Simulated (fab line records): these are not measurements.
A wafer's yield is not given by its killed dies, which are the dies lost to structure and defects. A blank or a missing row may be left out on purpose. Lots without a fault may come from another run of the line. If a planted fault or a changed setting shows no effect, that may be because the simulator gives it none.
8D (eight disciplines) problem report, filled in by code | flow gf180mcu | the parts of the form that need people (team, actions taken, sign-off) are left out

## 1. WHAT IS WRONG
At GF_TOP_METAL_METAL_ETCH_16, oes_product_au averages 0.825 a.u. over 6 wafers from 2 lots, while fault-free wafers read 0.990 a.u., standard deviation 0.0061. Measured from the usual mean, that is -27 standard deviations.
The step: etches the open film in Cl2/BCl3, stops on SiO2, target depth 1197 nm, time 199.5 s.
Earliest sighting: wafer L576.3 on rie_metal-04 at day 30 04:46. At this step, 42 wafers from 14 lots have a number in the record. The rule behind "out" and "out of limits": a value lying over 4 standard deviations away from the usual mean. Any other wafer with a number is counted as sound.

## 2. WHAT THIS IS AND IS NOT
question                    | is                                 | is not
which readings at this step | oes_product_au, throttle_valve_pct | drypump_motor_current_A
which lots                  | L576, L578                         | L569, L570, L571, L572, L574, L577, L579, L580, L586, L587, L589, L592
which wafers of those lots  | all that have a number             | -
read on which tools         | rie_metal-04                       | rie_metal-02, rie_metal-03
when                        | from day 30 04:46                  | up to then (15 sound wafers); but 21 sound wafers of L577, L579, L580, L586, L587, L589, L592 came after

## 3. SUSPECTS, AND WHAT RULES EACH OUT
Counting: a tool stays on the suspect list if, at a process step up to the reading, it processed all lots that are out and no sound lot following the first of them.
- rie_metal-04 at GF_TOP_METAL_METAL_ETCH_16 (etches the open film in Cl2/BCl3, stops on SiO2, target depth 1197 nm, time 199.5 s): kept. All lots that are out passed through it, beginning with L576 at day 30 04:46, and no sound lot followed; its final sound lot before that point was L574 at day 29 17:29. On those wafers its own readings are out: oes_product_au, throttle_valve_pct.
After counting, what remains is rie_metal-04 at GF_TOP_METAL_METAL_ETCH_16.

## 4. THE CAUSE (what the simulator had put in)
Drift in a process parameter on rie_metal-04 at GF_TOP_METAL_METAL_ETCH_16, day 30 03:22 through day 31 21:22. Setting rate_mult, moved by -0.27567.
Counting left only this tool.

## 5. THE CHAIN OF EFFECTS, in route order
Rows list readings where the struck wafers' mean (over those with a number) sits beyond 3 standard deviations from the usual. Scope: only readings with a usual standard deviation given in the record; hours: median across lots of the time from each lot's start at the first step in this table that gives one to its start at this step; sigmas: change in usual standard deviations.
hours | step                       | reading                  | usual      | on struck wafers | change | sigmas
0     | GF_TOP_METAL_METAL_ETCH_16 | oes_product_au           | 0.990 a.u. | 0.825            | -0.165 | -27
0     | GF_TOP_METAL_METAL_ETCH_16 | throttle_valve_pct       | 28.230 %   | 28.410           | +0.180 | +21
0     | GF_TOP_METAL_STRIP_17      | strip_time_to_endpoint_s | 12.92 s    | 14.46            | +1.54  | +19
Here are the process steps it includes:
- GF_TOP_METAL_METAL_ETCH_16: etches the open film in Cl2/BCl3, stops on SiO2, target depth 1197 nm, time 199.5 s.
- GF_TOP_METAL_STRIP_17: strips in O2/N2.

## 6. HOW IT WOULD HAVE BEEN CAUGHT EARLIER
In this record the first reading out of limits was taken at day 30 04:46, 1 hour after the fault began at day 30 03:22.
